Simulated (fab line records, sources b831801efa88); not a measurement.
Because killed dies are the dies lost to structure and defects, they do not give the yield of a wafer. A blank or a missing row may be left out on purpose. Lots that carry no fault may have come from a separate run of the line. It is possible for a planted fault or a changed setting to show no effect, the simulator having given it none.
The tool behind it: which one? / flow sky130 / Sampling: 24 lots, 72 wafers, 6 of 708 route steps

## WHAT THE GAUGES READ, wafer by wafer
SKY_VT_ADJUST_LVTN_OVL_MEAS_07.
lot=L074; measured=day 7 04:12; on=overlay-02; VT_ADJUST_LVTN_OVL (nm)=0.9 3.0 1.5
lot=L075; measured=day 7 08:42; on=overlay-02; VT_ADJUST_LVTN_OVL (nm)=2.2 2.4 2.4
lot=L076; measured=day 7 13:26; on=overlay-02; VT_ADJUST_LVTN_OVL (nm)=0.5 1.4 0.9
lot=L077; measured=day 7 16:44; on=overlay-01; VT_ADJUST_LVTN_OVL (nm)=0.4 0.7 -0.3
lot=L078; measured=day 8 06:47; on=overlay-01; VT_ADJUST_LVTN_OVL (nm)=0.6 0.3 1.2
lot=L079; measured=day 8 11:56; on=overlay-02; VT_ADJUST_LVTN_OVL (nm)=2.6 2.9 2.4
lot=L080; measured=day 8 15:32; on=overlay-01; VT_ADJUST_LVTN_OVL (nm)=0.3 0.4 -0.9
lot=L081; measured=day 8 20:17; on=overlay-01; VT_ADJUST_LVTN_OVL (nm)=-1.2 -1.4 -0.7
lot=L082; measured=day 9 07:50; on=overlay-02; VT_ADJUST_LVTN_OVL (nm)=2.2 2.3 2.1
lot=L083; measured=day 9 09:23; on=overlay-01; VT_ADJUST_LVTN_OVL (nm)=2.1 0.8 1.4
lot=L084; measured=day 9 10:05; on=overlay-02; VT_ADJUST_LVTN_OVL (nm)=1.3 0.7 0.0
lot=L085; measured=day 9 11:02; on=overlay-02; VT_ADJUST_LVTN_OVL (nm)=3.0 4.4 3.4
lot=L086; measured=day 10 10:05; on=overlay-02; VT_ADJUST_LVTN_OVL (nm)=2.2 2.0 3.1
lot=L087; measured=day 10 10:11; on=overlay-02; VT_ADJUST_LVTN_OVL (nm)=-0.4 -1.2 0.4
lot=L088; measured=day 10 12:20; on=overlay-01; VT_ADJUST_LVTN_OVL (nm)=2.6 2.6 1.8
lot=L089; measured=day 10 15:22; on=overlay-01; VT_ADJUST_LVTN_OVL (nm)=2.3 0.5 -0.1
lot=L090; measured=day 11 10:13; on=overlay-01; VT_ADJUST_LVTN_OVL (nm)=1.0 0.2 1.0
lot=L091; measured=day 11 10:42; on=overlay-02; VT_ADJUST_LVTN_OVL (nm)=2.1 2.6 2.2
lot=L092; measured=day 12 04:15; on=overlay-01; VT_ADJUST_LVTN_OVL (nm)=2.7 2.5 2.7
lot=L093; measured=day 12 08:29; on=overlay-02; VT_ADJUST_LVTN_OVL (nm)=2.0 1.5 2.7
lot=L094; measured=day 12 10:48; on=overlay-01; VT_ADJUST_LVTN_OVL (nm)=-0.3 -1.0 -0.9
lot=L095; measured=day 13 06:11; on=overlay-02; VT_ADJUST_LVTN_OVL (nm)=0.9 0.6 1.1
lot=L096; measured=day 13 09:44; on=overlay-01; VT_ADJUST_LVTN_OVL (nm)=-1.8 -0.4 -1.1
lot=L097; measured=day 13 15:12; on=overlay-01; VT_ADJUST_LVTN_OVL (nm)=-0.1 0.2 -0.7

SKY_VIA2_RS_MEAS_22: the measuring method here is four-point-probe.
lot=L074; measured=day 36 10:43; on=film metro-03; VIA2_W_RS (ohm/sq)=0.2735 0.2727 0.2742
lot=L075; measured=day 36 17:40; on=film metro-01; VIA2_W_RS (ohm/sq)=0.2729 0.2747 0.2728
lot=L076; measured=day 37 12:35; on=film metro-04; VIA2_W_RS (ohm/sq)=0.2740 0.2747 0.2755
lot=L077; measured=day 37 12:06; on=film metro-01; VIA2_W_RS (ohm/sq)=0.2690 0.2757 0.2701
lot=L078; measured=day 37 23:01; on=film metro-01; VIA2_W_RS (ohm/sq)=0.2728 0.2696 0.2702
lot=L079; measured=day 38 05:46; on=film metro-03; VIA2_W_RS (ohm/sq)=0.2743 0.2721 0.2734
lot=L080; measured=day 38 10:20; on=film metro-01; VIA2_W_RS (ohm/sq)=0.2673 0.2699 0.2683
lot=L081; measured=day 38 16:07; on=film metro-03; VIA2_W_RS (ohm/sq)=0.2717 0.2771 0.2715
lot=L082; measured=day 39 11:31; on=film metro-01; VIA2_W_RS (ohm/sq)=0.2696 0.2710 0.2673
lot=L083; measured=day 39 16:01; on=film metro-03; VIA2_W_RS (ohm/sq)=0.2751 0.2735 0.2707
lot=L084; measured=day 39 14:11; on=film metro-03; VIA2_W_RS (ohm/sq)=0.2676 0.2681 0.2707
lot=L085; measured=day 39 17:46; on=film metro-01; VIA2_W_RS (ohm/sq)=0.2705 0.2739 0.2735
lot=L086; measured=day 40 13:10; on=film metro-03; VIA2_W_RS (ohm/sq)=0.2748 0.2730 0.2746
lot=L087; measured=day 40 15:45; on=film metro-03; VIA2_W_RS (ohm/sq)=0.2690 0.2712 0.2713
lot=L088; measured=day 40 20:27; on=film metro-03; VIA2_W_RS (ohm/sq)=0.2762 0.2713 0.2750
lot=L089; measured=day 40 22:16; on=film metro-04; VIA2_W_RS (ohm/sq)=0.2717 0.2717 0.2710
lot=L090; measured=day 41 13:57; on=film metro-01; VIA2_W_RS (ohm/sq)=0.2704 0.2725 0.2687
lot=L091; measured=day 41 14:33; on=film metro-03; VIA2_W_RS (ohm/sq)=0.2748 0.2764 0.2738
lot=L092; measured=day 42 06:59; on=film metro-01; VIA2_W_RS (ohm/sq)=0.2711 0.2705 0.2681
lot=L093; measured=day 42 10:33; on=film metro-01; VIA2_W_RS (ohm/sq)=0.2749 0.2736 0.2756
lot=L094; measured=day 42 13:38; on=film metro-01; VIA2_W_RS (ohm/sq)=0.2696 0.2735 0.2690
lot=L095; measured=day 43 07:08; on=film metro-04; VIA2_W_RS (ohm/sq)=0.2690 0.2722 0.2756
lot=L096; measured=day 43 13:29; on=film metro-03; VIA2_W_RS (ohm/sq)=0.2712 0.2693 0.2732
lot=L097; measured=day 43 21:36; on=film metro-04; VIA2_W_RS (ohm/sq)=0.2722 0.2723 0.2749

SKY_PASSIVATION_THK_MEAS_01.
lot=L074; measured=day 44 02:56; on=film metro-03; PASSIVATION_CVD_00_THK (nm)=92.0 90.5 90.1
lot=L075; measured=day 44 10:13; on=film metro-04; PASSIVATION_CVD_00_THK (nm)=91.2 92.2 92.5
lot=L076; measured=day 45 01:39; on=film metro-03; PASSIVATION_CVD_00_THK (nm)=88.4 89.5 91.2
lot=L077; measured=day 45 01:21; on=film metro-02; PASSIVATION_CVD_00_THK (nm)=89.0 88.5 91.2
lot=L078; measured=day 45 09:46; on=film metro-03; PASSIVATION_CVD_00_THK (nm)=90.3 91.9 92.4
lot=L079; measured=day 45 14:11; on=film metro-02; PASSIVATION_CVD_00_THK (nm)=89.6 89.3 90.5
lot=L080; measured=day 45 17:53; on=film metro-03; PASSIVATION_CVD_00_THK (nm)=89.8 91.5 90.8
lot=L081; measured=day 46 00:50; on=film metro-04; PASSIVATION_CVD_00_THK (nm)=90.8 91.8 89.4
lot=L082; measured=day 46 16:22; on=film metro-03; PASSIVATION_CVD_00_THK (nm)=89.8 91.4 90.8
lot=L083; measured=day 46 20:40; on=film metro-04; PASSIVATION_CVD_00_THK (nm)=89.2 90.9 90.4
lot=L084; measured=day 46 19:34; on=film metro-04; PASSIVATION_CVD_00_THK (nm)=90.8 91.3 93.1
lot=L085; measured=day 46 22:28; on=film metro-02; PASSIVATION_CVD_00_THK (nm)=90.6 91.8 90.8
lot=L086; measured=day 47 12:41; on=film metro-02; PASSIVATION_CVD_00_THK (nm)=90.5 91.0 91.6
lot=L087; measured=day 47 15:44; on=film metro-03; PASSIVATION_CVD_00_THK (nm)=89.8 90.9 89.9
lot=L088; measured=day 47 20:05; on=film metro-04; PASSIVATION_CVD_00_THK (nm)=89.2 88.7 90.2
lot=L089; measured=day 47 21:09; on=film metro-02; PASSIVATION_CVD_00_THK (nm)=91.4 91.0 91.5
lot=L090; measured=day 48 06:55; on=film metro-03; PASSIVATION_CVD_00_THK (nm)=90.3 89.8 90.3
lot=L091; measured=day 48 08:05; on=film metro-03; PASSIVATION_CVD_00_THK (nm)=90.6 90.0 92.5
lot=L092; measured=day 48 22:44; on=film metro-02; PASSIVATION_CVD_00_THK (nm)=89.1 90.9 90.6
lot=L093; measured=day 49 01:36; on=film metro-04; PASSIVATION_CVD_00_THK (nm)=89.9 89.0 91.7
lot=L094; measured=day 49 03:16; on=film metro-02; PASSIVATION_CVD_00_THK (nm)=87.9 88.8 89.7
lot=L095; measured=day 49 17:22; on=film metro-03; PASSIVATION_CVD_00_THK (nm)=88.2 89.3 89.4
lot=L096; measured=day 49 20:55; on=film metro-03; PASSIVATION_CVD_00_THK (nm)=91.6 90.4 90.4
lot=L097; measured=day 50 01:55; on=film metro-03; PASSIVATION_CVD_00_THK (nm)=89.6 88.3 90.9

## TOOL THAT RAN EACH LOT (tool first, then ch and the chambers of the sampled wafers, then the start)
lot=L074; SKY_CONTACT_ETCH_16=rie diel-04 ch 0,2,3, day 31 15:26; SKY_METAL2_SPUTTER_04=pvd sputter-03, day 34 02:19; SKY_METAL3_SPUTTER_00=pvd sputter-01, day 36 11:08
lot=L075; SKY_CONTACT_ETCH_16=rie diel-02 ch 0,1,2, day 32 00:26; SKY_METAL2_SPUTTER_04=pvd sputter-04, day 34 10:31; SKY_METAL3_SPUTTER_00=pvd sputter-04, day 36 18:05
lot=L076; SKY_CONTACT_ETCH_16=rie diel-02 ch 0,1, day 32 18:56; SKY_METAL2_SPUTTER_04=pvd sputter-02, day 35 05:07; SKY_METAL3_SPUTTER_00=pvd sputter-01, day 37 13:04
lot=L077; SKY_CONTACT_ETCH_16=rie diel-02 ch 0,2,3, day 32 17:59; SKY_METAL2_SPUTTER_04=pvd sputter-03, day 35 04:39; SKY_METAL3_SPUTTER_00=pvd sputter-04, day 37 12:35
lot=L078; SKY_CONTACT_ETCH_16=rie diel-02 ch 0,1,2, day 33 05:52; SKY_METAL2_SPUTTER_04=pvd sputter-03, day 35 15:53; SKY_METAL3_SPUTTER_00=pvd sputter-04, day 37 23:28
lot=L079; SKY_CONTACT_ETCH_16=rie diel-04 ch 0,1,3, day 33 13:44; SKY_METAL2_SPUTTER_04=pvd sputter-03, day 35 22:42; SKY_METAL3_SPUTTER_00=pvd sputter-01, day 38 06:14
lot=L080; SKY_CONTACT_ETCH_16=rie diel-04 ch 1,2,3, day 33 16:55; SKY_METAL2_SPUTTER_04=pvd sputter-04, day 36 03:08; SKY_METAL3_SPUTTER_00=pvd sputter-03, day 38 10:49
lot=L081; SKY_CONTACT_ETCH_16=rie diel-02 ch 0,1,2, day 34 00:02; SKY_METAL2_SPUTTER_04=pvd sputter-03, day 36 09:56; SKY_METAL3_SPUTTER_00=pvd sputter-04, day 38 16:34
lot=L082; SKY_CONTACT_ETCH_16=rie diel-02 ch 1,2, day 34 19:38; SKY_METAL2_SPUTTER_04=pvd sputter-04, day 37 05:27; SKY_METAL3_SPUTTER_00=pvd sputter-01, day 39 11:57
lot=L083; SKY_CONTACT_ETCH_16=rie diel-02 ch 0,3, day 34 23:20; SKY_METAL2_SPUTTER_04=pvd sputter-03, day 37 08:53; SKY_METAL3_SPUTTER_00=pvd sputter-01, day 39 16:29
lot=L084; SKY_CONTACT_ETCH_16=rie diel-01 ch 0,2, day 34 22:05; SKY_METAL2_SPUTTER_04=pvd sputter-04, day 37 07:38; SKY_METAL3_SPUTTER_00=pvd sputter-03, day 39 14:39
lot=L085; SKY_CONTACT_ETCH_16=rie diel-02 ch 1,3, day 35 01:53; SKY_METAL2_SPUTTER_04=pvd sputter-04, day 37 11:21; SKY_METAL3_SPUTTER_00=pvd sputter-01, day 39 18:14
lot=L086; SKY_CONTACT_ETCH_16=rie diel-01 ch 1,2, day 35 22:25; SKY_METAL2_SPUTTER_04=pvd sputter-02, day 38 06:58; SKY_METAL3_SPUTTER_00=pvd sputter-04, day 40 13:37
lot=L087; SKY_CONTACT_ETCH_16=rie diel-02 ch 0,1, day 36 00:14; SKY_METAL2_SPUTTER_04=pvd sputter-04, day 38 09:43; SKY_METAL3_SPUTTER_00=pvd sputter-04, day 40 16:11
lot=L088; SKY_CONTACT_ETCH_16=rie diel-02 ch 0,1,3, day 36 06:16; SKY_METAL2_SPUTTER_04=pvd sputter-04, day 38 14:16; SKY_METAL3_SPUTTER_00=pvd sputter-01, day 40 20:56
lot=L089; SKY_CONTACT_ETCH_16=rie diel-02 ch 1,2,3, day 36 09:08; SKY_METAL2_SPUTTER_04=pvd sputter-03, day 38 17:44; SKY_METAL3_SPUTTER_00=pvd sputter-01, day 40 22:41
lot=L090; SKY_CONTACT_ETCH_16=rie diel-04 ch 0,2,3, day 37 01:31; SKY_METAL2_SPUTTER_04=pvd sputter-02, day 39 08:41; SKY_METAL3_SPUTTER_00=pvd sputter-04, day 41 14:23
lot=L091; SKY_CONTACT_ETCH_16=rie diel-01 ch 1,2,3, day 37 01:52; SKY_METAL2_SPUTTER_04=pvd sputter-03, day 39 09:17; SKY_METAL3_SPUTTER_00=pvd sputter-03, day 41 15:02
lot=L092; SKY_CONTACT_ETCH_16=rie diel-04 ch 1,2,3, day 37 19:05; SKY_METAL2_SPUTTER_04=pvd sputter-03, day 40 03:04; SKY_METAL3_SPUTTER_00=pvd sputter-03, day 42 07:28
lot=L093; SKY_CONTACT_ETCH_16=rie diel-02 ch 1,3, day 37 23:14; SKY_METAL2_SPUTTER_04=pvd sputter-04, day 40 06:17; SKY_METAL3_SPUTTER_00=pvd sputter-04, day 42 11:02
lot=L094; SKY_CONTACT_ETCH_16=rie diel-01 ch 0,2,3, day 38 01:43; SKY_METAL2_SPUTTER_04=pvd sputter-03, day 40 09:13; SKY_METAL3_SPUTTER_00=pvd sputter-04, day 42 14:07
lot=L095; SKY_CONTACT_ETCH_16=rie diel-01 ch 0,1,3, day 38 20:31; SKY_METAL2_SPUTTER_04=pvd sputter-04, day 41 03:28; SKY_METAL3_SPUTTER_00=pvd sputter-03, day 43 07:37
lot=L096; SKY_CONTACT_ETCH_16=rie diel-01 ch 1,2,3, day 39 04:17; SKY_METAL2_SPUTTER_04=pvd sputter-04, day 41 10:10; SKY_METAL3_SPUTTER_00=pvd sputter-04, day 43 13:57
lot=L097; SKY_CONTACT_ETCH_16=rie diel-02 ch 0,1,3, day 39 12:19; SKY_METAL2_SPUTTER_04=pvd sputter-03, day 41 18:49; SKY_METAL3_SPUTTER_00=pvd sputter-03, day 43 22:05
- SKY_CONTACT_ETCH_16: etches BARC in N2/H2, stops on SiO2, time 45.9 s, target depth 60 nm.
- SKY_METAL2_SPUTTER_04: material TiN, target thk 70 nm, time 58.3 s.
- SKY_METAL3_SPUTTER_00: material Ti, target thk 15 nm, time 10 s.

## AS READ BY THE TOOLS THEMSELVES (means over the sampled wafers that have a number; for cases with no such wafer, the mark the record gives instead)
SKY_CONTACT_ETCH_16.
lot=L074; tool=rie diel-04; drypump motor current A (A)=6.0; h2 flow sccm (sccm)=200.1; oes product au (a.u.)=0.854; throttle valve pct (%)=13.227
lot=L075; tool=rie diel-02; drypump motor current A (A)=5.5; h2 flow sccm (sccm)=200.8; oes product au (a.u.)=0.854; throttle valve pct (%)=13.220
lot=L076; tool=rie diel-02; drypump motor current A (A)=5.7; h2 flow sccm (sccm)=199.6; oes product au (a.u.)=0.857; throttle valve pct (%)=13.226
lot=L077; tool=rie diel-02; drypump motor current A (A)=5.3; h2 flow sccm (sccm)=199.1; oes product au (a.u.)=0.858; throttle valve pct (%)=13.219
lot=L078; tool=rie diel-02; drypump motor current A (A)=5.5; h2 flow sccm (sccm)=199.7; oes product au (a.u.)=0.855; throttle valve pct (%)=13.225
lot=L079; tool=rie diel-04; drypump motor current A (A)=5.6; h2 flow sccm (sccm)=199.7; oes product au (a.u.)=0.853; throttle valve pct (%)=13.219
lot=L080; tool=rie diel-04; drypump motor current A (A)=5.6; h2 flow sccm (sccm)=199.6; oes product au (a.u.)=0.855; throttle valve pct (%)=13.224
lot=L081; tool=rie diel-02; drypump motor current A (A)=5.5; h2 flow sccm (sccm)=199.3; oes product au (a.u.)=0.852; throttle valve pct (%)=13.216
lot=L082; tool=rie diel-02; drypump motor current A (A)=5.8; h2 flow sccm (sccm)=200.2; oes product au (a.u.)=0.855; throttle valve pct (%)=13.228
lot=L083; tool=rie diel-02; drypump motor current A (A)=5.3; h2 flow sccm (sccm)=199.8; oes product au (a.u.)=0.852; throttle valve pct (%)=13.226
lot=L084; tool=rie diel-01; drypump motor current A (A)=5.8; h2 flow sccm (sccm)=199.3; oes product au (a.u.)=0.857; throttle valve pct (%)=13.218
lot=L085; tool=rie diel-02; drypump motor current A (A)=5.9; h2 flow sccm (sccm)=199.6; oes product au (a.u.)=0.855; throttle valve pct (%)=13.233
lot=L086; tool=rie diel-01; drypump motor current A (A)=5.6; h2 flow sccm (sccm)=199.9; oes product au (a.u.)=0.853; throttle valve pct (%)=13.213
lot=L087; tool=rie diel-02; drypump motor current A (A)=5.4; h2 flow sccm (sccm)=200.2; oes product au (a.u.)=0.854; throttle valve pct (%)=13.225
lot=L088; tool=rie diel-02; drypump motor current A (A)=5.6; h2 flow sccm (sccm)=199.6; oes product au (a.u.)=0.855; throttle valve pct (%)=13.223
lot=L089; tool=rie diel-02; drypump motor current A (A)=5.6; h2 flow sccm (sccm)=200.3; oes product au (a.u.)=0.855; throttle valve pct (%)=13.224
lot=L090; tool=rie diel-04; drypump motor current A (A)=6.0; h2 flow sccm (sccm)=199.8; oes product au (a.u.)=0.854; throttle valve pct (%)=13.220
lot=L091; tool=rie diel-01; drypump motor current A (A)=5.6; h2 flow sccm (sccm)=199.7; oes product au (a.u.)=0.856; throttle valve pct (%)=13.223
lot=L092; tool=rie diel-04; drypump motor current A (A)=5.6; h2 flow sccm (sccm)=199.9; oes product au (a.u.)=0.853; throttle valve pct (%)=13.228
lot=L093; tool=rie diel-02; drypump motor current A (A)=5.7; h2 flow sccm (sccm)=199.6; oes product au (a.u.)=0.852; throttle valve pct (%)=13.230
lot=L094; tool=rie diel-01; drypump motor current A (A)=5.9; h2 flow sccm (sccm)=199.7; oes product au (a.u.)=0.859; throttle valve pct (%)=13.227
lot=L095; tool=rie diel-01; drypump motor current A (A)=5.6; h2 flow sccm (sccm)=200.0; oes product au (a.u.)=0.853; throttle valve pct (%)=13.224
lot=L096; tool=rie diel-01; drypump motor current A (A)=5.6; h2 flow sccm (sccm)=200.5; oes product au (a.u.)=0.857; throttle valve pct (%)=13.224
lot=L097; tool=rie diel-02; drypump motor current A (A)=5.5; h2 flow sccm (sccm)=200.0; oes product au (a.u.)=0.854; throttle valve pct (%)=13.222

SKY_METAL2_SPUTTER_04.
lot=L074; tool=pvd sputter-03; throttle valve pct (%)=30.5
lot=L075; tool=pvd sputter-04; throttle valve pct (%)=29.5
lot=L076; tool=pvd sputter-02; throttle valve pct (%)=30.1
lot=L077; tool=pvd sputter-03; throttle valve pct (%)=29.9
lot=L078; tool=pvd sputter-03; throttle valve pct (%)=30.3
lot=L079; tool=pvd sputter-03; throttle valve pct (%)=30.1
lot=L080; tool=pvd sputter-04; throttle valve pct (%)=29.4
lot=L081; tool=pvd sputter-03; throttle valve pct (%)=30.9
lot=L082; tool=pvd sputter-04; throttle valve pct (%)=29.3
lot=L083; tool=pvd sputter-03; throttle valve pct (%)=30.0
lot=L084; tool=pvd sputter-04; throttle valve pct (%)=29.9
lot=L085; tool=pvd sputter-04; throttle valve pct (%)=29.8
lot=L086; tool=pvd sputter-02; throttle valve pct (%)=30.5
lot=L087; tool=pvd sputter-04; throttle valve pct (%)=30.1
lot=L088; tool=pvd sputter-04; throttle valve pct (%)=30.3
lot=L089; tool=pvd sputter-03; throttle valve pct (%)=30.1
lot=L090; tool=pvd sputter-02; throttle valve pct (%)=30.1
lot=L091; tool=pvd sputter-03; throttle valve pct (%)=30.5
lot=L092; tool=pvd sputter-03; throttle valve pct (%)=30.7
lot=L093; tool=pvd sputter-04; throttle valve pct (%)=29.9
lot=L094; tool=pvd sputter-03; throttle valve pct (%)=29.2
lot=L095; tool=pvd sputter-04; throttle valve pct (%)=29.5
lot=L096; tool=pvd sputter-04; throttle valve pct (%)=29.2
lot=L097; tool=pvd sputter-03; throttle valve pct (%)=29.7

SKY_METAL3_SPUTTER_00.
lot=L074; tool=pvd sputter-01; throttle valve pct (%)=30.1
lot=L075; tool=pvd sputter-04; throttle valve pct (%)=29.8
lot=L076; tool=pvd sputter-01; throttle valve pct (%)=30.2
lot=L077; tool=pvd sputter-04; throttle valve pct (%)=29.8
lot=L078; tool=pvd sputter-04; throttle valve pct (%)=29.8
lot=L079; tool=pvd sputter-01; throttle valve pct (%)=30.0
lot=L080; tool=pvd sputter-03; throttle valve pct (%)=30.5
lot=L081; tool=pvd sputter-04; throttle valve pct (%)=29.7
lot=L082; tool=pvd sputter-01; throttle valve pct (%)=29.7
lot=L083; tool=pvd sputter-01; throttle valve pct (%)=30.3
lot=L084; tool=pvd sputter-03; throttle valve pct (%)=30.2
lot=L085; tool=pvd sputter-01; throttle valve pct (%)=30.1
lot=L086; tool=pvd sputter-04; throttle valve pct (%)=29.6
lot=L087; tool=pvd sputter-04; throttle valve pct (%)=29.8
lot=L088; tool=pvd sputter-01; throttle valve pct (%)=29.8
lot=L089; tool=pvd sputter-01; throttle valve pct (%)=29.6
lot=L090; tool=pvd sputter-04; throttle valve pct (%)=29.2
lot=L091; tool=pvd sputter-03; throttle valve pct (%)=29.9
lot=L092; tool=pvd sputter-03; throttle valve pct (%)=30.7
lot=L093; tool=pvd sputter-04; throttle valve pct (%)=29.9
lot=L094; tool=pvd sputter-04; throttle valve pct (%)=30.2
lot=L095; tool=pvd sputter-03; throttle valve pct (%)=29.4
lot=L096; tool=pvd sputter-04; throttle valve pct (%)=29.3
lot=L097; tool=pvd sputter-03; throttle valve pct (%)=30.2

## THE ANSWER, worked out from the rows above alone
Rule: the lots themselves supply what counts as usual. Put in order of their means at a reading, lots are off if they are a third of the lots or fewer, leave a main group of 4 or more, and stand apart from it by a gap of 3 or more times the standard deviation of the main group's means; of several such gaps the widest counts. A main group whose means are all the same, to the digits that the tables above print for the reading, isn't used. A lot without any number at a reading at which 4 lots or more have one is off too. All remaining lots with rows at the step are treated as sound. First the gauges in route order, then the tools' own readings, where a lot's mean is used as printed above. At the first step where some lot is off, the reading lying furthest off is the one used; lots without a number count as furthest.
No lot is off at any reading shown: from this, nothing can be told.

## WHAT THE SIMULATOR HAD PUT IN
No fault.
